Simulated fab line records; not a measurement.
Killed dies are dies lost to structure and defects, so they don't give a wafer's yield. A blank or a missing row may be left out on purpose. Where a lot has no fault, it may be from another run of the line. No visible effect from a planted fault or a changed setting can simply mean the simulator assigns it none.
fab line records	flow sky130
record lots=5	wafers=15	last_day=49
route steps=708 shown LI_CONTACT@365
lots that met no fault: taken from a fault-free run of the same line
start_h: the number of hours between the record's first day and the start of the first shown wafer of the lot	wait_h: hours elapsed since this lot's preceding step	" unchanged from the row above	L1.1+2: one row covering several wafers at once	- no value, or no start was given	* or withheld: withheld	< > ~ a bound
route shown NAME@n: NAME is a module with steps in the file, n the number in the route of the first one	usual: mean and standard deviation over wafers with no fault	same: alike in all rows	chamber/n: place in a boat	sites: the reading at each site	_std_site: the standard deviation of these	_edge_site: mean of outer sites minus mean of inner sites	radius_mm: how far each site lies from the wafer's centre	mask NAME#n: copy n	behind: the most recent tool/chamber to have shaped the wafer	hold: why the lot was held/for how many hours/how that ended	device: the n, p or np transistor that did not switch	end of line: the same wafers' tests at the end of the route	where a step has no rows: the recipe by itself	killed: at the first sort, the dies lost to defects and structure; wafer yield is something else	map: shows each die of a wafer: x if killed, . if not, _ if none is there
set.NAME: the setting that was run; set.NAME@STEP: the one run at that earlier step	model.NAME: the simulator's own value behind a step, which no gauge read
a table for each step, a row for each wafer; lots at some steps of the route
services: when a tool's chamber went out of use (start_h, in hours from the record's first day, below 0 if earlier), for how many hours, and the reason
## steps
# step SKY_LI_CONTACT_BOW_MEAS_03
# recipe mode=bow
# usual LI_CONTACT_BOW=56/6.4
lot.wafer	tool	chamber	start_h	wait_h	LI_CONTACT_BOW[um]
L084.1	film_metro-02	-	734.54	0.2	55
L084.2	"	-	"	"	58
L084.4	"	-	"	"	62
L088.2	film_metro-04	-	764.58	0.2	59
L088.5	"	-	"	"	64
L088.6	"	-	"	"	69
L089.2	film_metro-01	-	770.79	0.1	47
L089.3	"	-	"	"	60
L089.4	"	-	"	"	47
L092.2	film_metro-02	-	788.14	0.2	66
L092.4	"	-	"	"	54
L092.5	"	-	"	"	51
L094.3	film_metro-04	-	809.01	0.2	44
L094.4	"	-	"	"	58
L094.5	"	-	"	"	62
# step SKY_LI_CONTACT_DEHYDRATE_04
# recipe temp_c=200	time_s=60
# usual chill_plate_temp_C=22.99/0.098	plate_temp_C=200.05/0.16
lot.wafer	tool	chamber	start_h	wait_h	chill_plate_temp_C	plate_temp_C
L084.1	litho_track-01	0	747.37	12.8	23.10	199.88
L084.2	"	0	"	"	23.09	199.83
L084.4	"	0	"	"	23.00	200.01
L088.2	litho_track-04	0	777.60	13.0	22.89	200.06
L088.5	"	0	"	"	23.00	200.32
L088.6	"	0	"	"	22.98	200.07
L089.2	litho_track-01	0	782.94	12.1	23.00	200.01
L089.3	"	0	"	"	23.02	200.00
L089.4	"	0	"	"	22.92	199.86
L092.2	litho_track-03	0	800.94	12.8	23.18	199.88
L092.4	"	0	"	"	22.96	199.97
L092.5	"	0	"	"	22.84	200.15
L094.3	litho_track-03	0	821.16	12.1	23.01	200.22
L094.4	"	0	"	"	23.02	200.44
L094.5	"	0	"	"	23.04	200.46
# step SKY_LI_CONTACT_HMDS_05
# recipe prime_time_s=60	prime_temp_c=120
# usual chill_plate_temp_C=23.00/0.1
# same prime_time_s=60
lot.wafer	tool	chamber	start_h	wait_h	chill_plate_temp_C
L084.1	litho_track-01	0	747.52	0.1	23.01
L084.2	"	0	"	"	23.00
L084.4	"	0	"	"	22.94
L088.2	litho_track-04	0	777.75	0.1	23.08
L088.5	"	0	"	"	23.15
L088.6	"	0	"	"	22.98
L089.2	litho_track-01	0	783.09	0.1	23.06
L089.3	"	0	"	"	23.08
L089.4	"	0	"	"	23.01
L092.2	litho_track-03	0	801.09	0.1	23.17
L092.4	"	0	"	"	23.11
L092.5	"	0	"	"	22.94
L094.3	litho_track-03	0	821.31	0.1	22.97
L094.4	"	0	"	"	22.96
L094.5	"	0	"	"	22.87
# step SKY_LI_CONTACT_COAT_06
# recipe resist=BARC	temp_c=withheld	time_s=withheld	spin_rpm=3000	resist_thk_nm=60
# usual chill_plate_temp_C=*	spin_speed_rpm=2999.9/2.3
lot.wafer	tool	chamber	start_h	wait_h	chill_plate_temp_C	spin_speed_rpm
L084.1	litho_track-01	0	747.67	0.1	*	3003.6
L084.2	"	0	"	"	*	3002.4
L084.4	"	0	"	"	*	2999.4
L088.2	litho_track-04	0	777.90	0.1	*	2999.7
L088.5	"	0	"	"	*	2997.9
L088.6	"	0	"	"	*	3000.0
L089.2	litho_track-01	0	783.24	0.1	*	3001.1
L089.3	"	0	"	"	*	2998.2
L089.4	"	0	"	"	*	2997.8
L092.2	litho_track-03	0	801.24	0.1	*	3000.4
L092.4	"	0	"	"	*	3003.2
L092.5	"	0	"	"	*	3001.2
L094.3	litho_track-03	0	821.46	0.1	*	3001.8
L094.4	"	0	"	"	*	3000.1
L094.5	"	0	"	"	*	2998.3
# step SKY_LI_CONTACT_COAT_07
# recipe resist=KrF-thick	spin_rpm=3000	resist_thk_nm=450
# usual chill_plate_temp_C=23.01/0.095	spin_speed_rpm=2999.6/2.1
lot.wafer	tool	chamber	start_h	wait_h	chill_plate_temp_C	spin_speed_rpm
L084.1	litho_track-01	0	-	-	22.86	2998.0
L084.2	"	0	"	"	23.03	3002.5
L084.4	"	0	"	"	23.01	3002.5
L088.2	litho_track-04	0	-	-	23.06	3000.8
L088.5	"	0	"	"	22.96	2999.2
L088.6	"	0	"	"	23.12	2998.7
L089.2	litho_track-01	0	-	-	23.09	2999.5
L089.3	"	0	"	"	23.06	3001.7
L089.4	"	0	"	"	22.80	3002.8
L092.2	litho_track-03	0	-	-	23.06	2998.8
L092.4	"	0	"	"	23.05	2996.4
L092.5	"	0	"	"	23.13	2999.3
L094.3	litho_track-03	0	-	-	23.13	3001.3
L094.4	"	0	"	"	23.06	3000.9
L094.5	"	0	"	"	22.98	2999.0
# step SKY_LI_CONTACT_SOFTBAKE_08
# recipe temp_c=100	time_s=92.34	resist=KrF-thick
# usual chill_plate_temp_C=23.01/0.096	plate_sensor_t_centre_C=100.88/0.01	plate_sensor_t_edge_C=100.95/0.0098
lot.wafer	tool	chamber	start_h	wait_h	chill_plate_temp_C	plate_sensor_t_centre_C	plate_sensor_t_edge_C
L084.1	litho_track-01	0	-	-	22.99	100.87	100.94
L084.2	"	0	"	"	23.10	100.88	100.96
L084.4	"	0	"	"	22.91	100.88	100.96
L088.2	litho_track-04	0	-	-	23.07	100.86	100.95
L088.5	"	0	"	"	23.05	100.89	100.97
L088.6	"	0	"	"	22.94	100.88	100.98
L089.2	litho_track-01	0	-	-	23.09	100.88	100.96
L089.3	"	0	"	"	23.02	100.9	100.96
L089.4	"	0	"	"	23.06	100.87	100.97
L092.2	litho_track-03	0	-	-	22.94	100.88	100.94
L092.4	"	0	"	"	23.08	100.89	100.95
L092.5	"	0	"	"	23.13	100.88	100.95
L094.3	litho_track-03	0	-	-	23.08	100.87	100.95
L094.4	"	0	"	"	22.96	100.88	100.94
L094.5	"	0	"	"	23.00	100.88	100.94
# step SKY_LI_CONTACT_EXPOSE_09
# recipe mask_id=LICM1	na=0.8	source_shape=annular	sigma_inner=0.55	sigma_outer=0.85	target_cd_nm=170	dose_mj=38
# usual focus_offset_nm=0.0/0.5
lot.wafer	tool	chamber	start_h	wait_h	mask	focus_offset_nm
L084.1	krf_scanner-01	0	-	-	LICM1#0	0.3
L084.2	"	0	"	"	LICM1#0	0.9
L084.4	"	0	"	"	LICM1#0	-0.4
L088.2	krf_scanner-01	0	-	-	LICM1#0	0.5
L088.5	"	0	"	"	LICM1#0	1.3
L088.6	"	0	"	"	LICM1#0	0.6
L089.2	krf_scanner-02	0	-	-	LICM1#0	-0.2
L089.3	"	0	"	"	LICM1#0	0.7
L089.4	"	0	"	"	LICM1#0	-0.2
L092.2	krf_scanner-02	0	-	-	LICM1#0	1.1
L092.4	"	0	"	"	LICM1#0	0.1
L092.5	"	0	"	"	LICM1#0	-0.2
L094.3	krf_scanner-01	0	-	-	LICM1#0	0.4
L094.4	"	0	"	"	LICM1#0	-0.3
L094.5	"	0	"	"	LICM1#0	0.2
# step SKY_LI_CONTACT_PEB_10
# recipe peb_temp_c=withheld	peb_time_s=withheld	resist=KrF-thick
# usual chill_plate_temp_C=*
lot.wafer	tool	chamber	start_h	wait_h	chill_plate_temp_C
L084.1	litho_track-03	0	-	-	*
L084.2	"	0	"	"	*
L084.4	"	0	"	"	*
L088.2	litho_track-03	0	-	-	*
L088.5	"	0	"	"	*
L088.6	"	0	"	"	*
L089.2	litho_track-03	0	-	-	*
L089.3	"	0	"	"	*
L089.4	"	0	"	"	*
L092.2	litho_track-03	0	-	-	*
L092.4	"	0	"	"	*
L092.5	"	0	"	"	*
L094.3	litho_track-03	0	-	-	*
L094.4	"	0	"	"	*
L094.5	"	0	"	"	*
# step SKY_LI_CONTACT_DEVELOP_11
# recipe develop_time_s=60	resist=KrF-thick	dev_temp_c=21
# usual chill_plate_temp_C=22.97/0.11
# same develop_time_s=60
lot.wafer	tool	chamber	start_h	wait_h	chill_plate_temp_C
L084.1	litho_track-03	0	-	-	22.89
L084.2	"	0	"	"	23.00
L084.4	"	0	"	"	22.89
L088.2	litho_track-03	0	-	-	22.84
L088.5	"	0	"	"	22.75
L088.6	"	0	"	"	22.86
L089.2	litho_track-03	0	-	-	22.98
L089.3	"	0	"	"	23.07
L089.4	"	0	"	"	22.94
L092.2	litho_track-03	0	-	-	22.93
L092.4	"	0	"	"	23.02
L092.5	"	0	"	"	22.95
L094.3	litho_track-03	0	-	-	22.88
L094.4	"	0	"	"	22.93
L094.5	"	0	"	"	22.80
# step SKY_LI_CONTACT_CD_MEAS_12
# recipe target_cd_nm=170
# usual cd_nm=170.4/1.3
lot.wafer	tool	chamber	start_h	wait_h	cd_nm
L084.1	cd_sem-01	-	761.61	-	172.0
L084.2	"	-	"	"	173.4
L084.4	"	-	"	"	171.8
L088.2	cd_sem-02	-	791.83	-	171.4
L088.5	"	-	"	"	170.3
L088.6	"	-	"	"	171.5
L089.2	cd_sem-01	-	796.53	-	170.6
L089.3	"	-	"	"	170.5
L089.4	"	-	"	"	169.7
L092.2	cd_sem-01	-	814.23	-	169.0
L092.4	"	-	"	"	170.1
L092.5	"	-	"	"	169.3
L094.3	cd_sem-01	-	835.05	-	170.0
L094.4	"	-	"	"	171.4
L094.5	"	-	"	"	171.1
# step SKY_LI_CONTACT_OVL_MEAS_13
# usual LI_CONTACT_OVL=1/5.2
lot.wafer	tool	chamber	start_h	wait_h	LI_CONTACT_OVL[nm]
L084.1	overlay-02	-	761.73	0.1	3
L084.2	"	-	"	"	-5
L084.4	"	-	"	"	0
L088.2	overlay-01	-	791.94	0.1	7
L088.5	"	-	"	"	7
L088.6	"	-	"	"	8
L089.2	overlay-02	-	796.64	0.1	-3
L089.3	"	-	"	"	-5
L089.4	"	-	"	"	-7
L092.2	overlay-02	-	814.34	0.1	-2
L092.4	"	-	"	"	-6
L092.5	"	-	"	"	3
L094.3	overlay-01	-	835.15	0.1	5
L094.4	"	-	"	"	-8
L094.5	"	-	"	"	4
# step SKY_LI_CONTACT_ETCH_14
# recipe chemistry=N2/H2	target=BARC	ion_energy_ev=200	source_w=500	bias_w=100	pressure_mtorr=30	n2_flow_sccm=100	h2_flow_sccm=200	stop_on=SiO2	time_s=45.9	target_depth_a=600
# usual drypump_motor_current_A=5.9/0.48	oes_product_au=0.855/0.0051	throttle_valve_pct=13.225/0.0095
lot.wafer	tool	chamber	start_h	wait_h	drypump_motor_current_A	oes_product_au	rf_hours_counter_h	throttle_valve_pct
L084.1	rie_diel-04	1	761.77	0.0	6.2	0.856	13	13.222
L084.2	"	2	"	"	5.5	0.849	11	13.213
L084.4	"	3	"	"	6.2	0.844	12	13.229
L088.2	rie_diel-04	0	791.97	0.0	5.8	0.853	8	13.210
L088.5	"	0	"	"	5.8	0.856	-	13.208
L088.6	"	3	"	"	6.2	0.854	-	13.215
L089.2	rie_diel-02	2	796.67	0.0	6.2	0.851	8	13.199
L089.3	"	1	"	"	6.4	0.856	1	13.234
L089.4	"	0	"	"	5.9	0.843	7	13.227
L092.2	rie_diel-04	0	814.37	0.0	5.9	0.853	9	13.221
L092.4	"	1	"	"	6.3	0.854	14	13.234
L092.5	"	1	"	"	6.3	0.860	-	13.237
L094.3	rie_diel-02	2	835.17	0.0	6.2	0.857	9	13.219
L094.4	"	0	"	"	5.8	0.849	-	13.220
L094.5	"	2	"	"	6.2	0.854	-	13.233
# step SKY_LI_CONTACT_ETCH_15
# recipe target=PSG	chemistry=C4F8/O2/Ar	stop_on=Si	taper_deg=4.15	mask_material=KrF-thick	source_w=1500	bias_w=1200	pressure_mtorr=40	c4f8_flow_sccm=withheld	O2_flow_sccm=6	Ar_flow_sccm=300	time_s=withheld	target_depth_a=6000
# usual oes_product_au=0.837/0.0045
lot.wafer	tool	chamber	start_h	wait_h	oes_product_au
L084.1	rie_diel-04	1	761.81	0.0	0.831
L084.2	"	2	"	"	0.836
L084.4	"	3	"	"	0.829
L088.2	rie_diel-04	0	792.01	0.0	0.837
L088.5	"	0	"	"	0.843
L088.6	"	3	"	"	0.835
L089.2	rie_diel-02	2	796.71	0.0	0.834
L089.3	"	1	"	"	0.840
L089.4	"	0	"	"	0.843
L092.2	rie_diel-04	0	814.41	0.0	0.835
L092.4	"	1	"	"	0.839
L092.5	"	1	"	"	0.836
L094.3	rie_diel-02	2	835.21	0.0	0.845
L094.4	"	0	"	"	0.842
L094.5	"	2	"	"	0.823
# step SKY_LI_CONTACT_STRIP_16
# recipe chemistry=O2/N2	power_w=1400	pressure_mtorr=1500	platen_temp_c=withheld	o2_flow_sccm=3000	n2_flow_sccm=300	overash_fraction=0.5
# usual drypump_motor_current_A=5.3/0.46	oes_product_au=0.376/0.0044	strip_time_to_endpoint_s=3.490/0.029
lot.wafer	tool	chamber	start_h	wait_h	drypump_motor_current_A	oes_product_au	rf_hours_counter_h	strip_time_to_endpoint_s
L084.1	plasma_asher-01	0	761.90	-	6.0	0.369	2	3.466
L084.2	"	1	"	"	4.9	0.379	2	3.481
L084.4	"	0	"	"	6.0	0.367	-	3.433
L088.2	plasma_asher-04	1	792.10	-	5.2	0.379	36	3.433
L088.5	"	1	"	"	5.2	0.379	-	3.418
L088.6	"	0	"	"	5.7	0.371	-	3.440
L089.2	plasma_asher-03	1	796.80	-	4.9	0.378	65	3.468
L089.3	"	0	"	"	4.9	0.376	-	3.496
L089.4	"	1	"	"	4.9	0.377	-	3.491
L092.2	plasma_asher-03	1	814.50	-	4.9	0.380	67	3.474
L092.4	"	0	"	"	4.9	0.378	-	3.515
L092.5	"	0	"	"	4.9	0.377	-	3.488
L094.3	plasma_asher-01	1	835.33	-	4.9	0.382	-	3.523
L094.4	"	0	"	"	6.0	0.371	-	3.502
L094.5	"	1	"	"	4.9	0.372	-	3.510
## services
tool	chamber	start_h	hours	kind
plasma_asher-01	-	733.81	9.0	pm
plasma_asher-01	0	733.81	9.0	vent_cycle
plasma_asher-01	1	733.81	9.0	vent_cycle
plasma_asher-01	-	734.19	2.3	repair
plasma_asher-01	0	742.81	-	clean
plasma_asher-01	1	742.81	-	clean
krf_scanner-01	-	748.62	1.3	pm
krf_scanner-01	0	751.38	-	calibration
rie_diel-04	2	754.72	5.6	repair
plasma_asher-04	-	778.46	1.0	repair
rie_diel-02	0	789.76	2.6	repair
krf_scanner-02	-	791.19	0.8	pm
krf_scanner-01	-	798.14	18.8	repair
krf_scanner-01	-	818.74	1.0	pm
krf_scanner-02	-	830.16	1.3	pm
rie_diel-02	1	833.92	10.2	repair
## key
fault none
